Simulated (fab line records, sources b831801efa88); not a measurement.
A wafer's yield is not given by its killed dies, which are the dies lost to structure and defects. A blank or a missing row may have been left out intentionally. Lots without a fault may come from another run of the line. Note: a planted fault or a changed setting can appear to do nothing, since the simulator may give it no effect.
A struck lot beside a sound one    flow sky130    15 steps out of a route of 708
Sound: these wafers, L319.1, L319.3, L319.4. Struck: wafers L313.4, L313.5. (L313.2 of the same lot was not struck and is left out.) The cause comes at the end.
Order at every step that has rows: each side's tool, ch and its chambers, its first start. Under that, the readings that differ: sound wafers    struck wafers    difference of the means    sigmas: that difference in standard deviations of wafers without a fault.
alike: words and numbers the same on both sides, and readings whose means are apart by under 2 such deviations; not compared: readings that were withheld, readings missing a value for some wafer, numbers with overlapping values and no deviation given by the record, and bounds like >300 which may hide the same value.
Wherever a step has rows on one side only, a row that says differs or no value, or a row with sigmas, the two part there. When numbers do not overlap yet have no deviation, they are printed without sigmas and do not part them. Lack of a reading on every wafer of one side parts them only where that side has two or more wafers.

first, 8 steps without rows for these wafers: SKY_POLY_GATE_DEHYDRATE_05 (time 60 s); SKY_POLY_GATE_HMDS_06 (prime time 60 s); SKY_POLY_GATE_COAT_07 (resist thk 110 nm); SKY_POLY_GATE_COAT_08 (resist thk 450 nm); SKY_POLY_GATE_SOFTBAKE_09 (time 90 s); SKY_POLY_GATE_EXPOSE_10 (exposes mask P1M, target cd 150 nm); SKY_POLY_GATE_PEB_11; SKY_POLY_GATE_DEVELOP_12 (develop time 60 s).
SKY_POLY_GATE_CD_MEAS_13 targets a cd of 150 nm.
  sound on cd_sem-01 at day 21 08:11; struck on cd_sem-02 at day 18 22:38
  alike: cd_nm
SKY_POLY_GATE_OVL_MEAS_14:
  sound on overlay-02 at day 21 08:18; struck on overlay-01 at day 18 22:44
  alike: POLY_GATE_OVL
SKY_POLY_GATE_ETCH_15: etches BARC in N2/H2, stops on SiO2, time 118.5 s, target depth 110 nm.
  sound on rie_diel-01 ch 0,1,3, day 21 08:20; struck on rie_diel-03 ch 2, day 18 22:46
  alike: bias_w, chamber_pressure_mTorr, drypump_motor_current_A, oes_product_au, rf_fwd_power_W, throttle_valve_pct
  not compared: rf_hours_counter_h
SKY_POLY_GATE_ETCH_16: etches Si3N4 in CH3F/O2, stops on poly-Si, time 147.5 s, target depth 75 nm.
  sound on rie_diel-01 ch 0,1,3, day 21 08:25; struck on rie_diel-03 ch 2, day 18 22:51
  alike: O2_flow_sccm, bias_w, ch3f_flow_sccm, chamber_pressure_mTorr, drypump_motor_current_A, oes_product_au, rf_fwd_power_W, throttle_valve_pct
  not compared: rf_hours_counter_h
SKY_POLY_GATE_ETCH_17: etches poly-Si in HBr/Cl2, stops on SiO2, target depth 180 nm, time 70.5 s.
  sound on rie_si-01 ch 1,2,3, day 21 08:31; struck on rie_si-01 ch 2, day 18 22:57
reading                                           sound                    struck           difference  sigmas
over_etch_frac                                    0.56667 0.56667 0.56667  0.21016 0.21016  -0.35651    
model.etch.depth_nm (nm)                          180.5 180.1 179.7        135.6 135.1      -44.8       
model.POLY_GATE.feature_depth_nm (nm)             180.5 180.1 179.7        135.6 135.1      -44.8       
model.KrF-thick_of_POLY_GATE_COAT_08.thk_nm (nm)  142.3 141.1 138.9        159.9 163.3      +20.8       
  alike: bias_w, chamber_pressure_mTorr, drypump_motor_current_A, oes_product_au, rf_fwd_power_W, throttle_valve_pct
  not compared: rf_hours_counter_h
SKY_POLY_GATE_STRIP_18: strips in O2/N2.
  sound on plasma_asher-01 ch 0,1, day 21 08:34; struck on plasma_asher-03 ch 0,1, day 18 23:01
reading                       sound              struck       difference  sigmas
oes_product_au (a.u.)         0.363 0.362 0.356  0.372 0.370  +0.011      +2
strip_time_to_endpoint_s (s)  3.19 3.18 3.15     3.38 3.42    +0.23       +6
  alike: chamber_pressure_mTorr, drypump_motor_current_A
  not compared: rf_hours_counter_h
then, 1 step without rows for these wafers: SKY_POLY_GATE_CLEAN_19 (cleans in SC1/SC2, time 150 s).

== WHERE THEY PART ==
At SKY_POLY_GATE_STRIP_18 and nowhere else, as far as this record goes.

WHY: the cause the simulator had injected
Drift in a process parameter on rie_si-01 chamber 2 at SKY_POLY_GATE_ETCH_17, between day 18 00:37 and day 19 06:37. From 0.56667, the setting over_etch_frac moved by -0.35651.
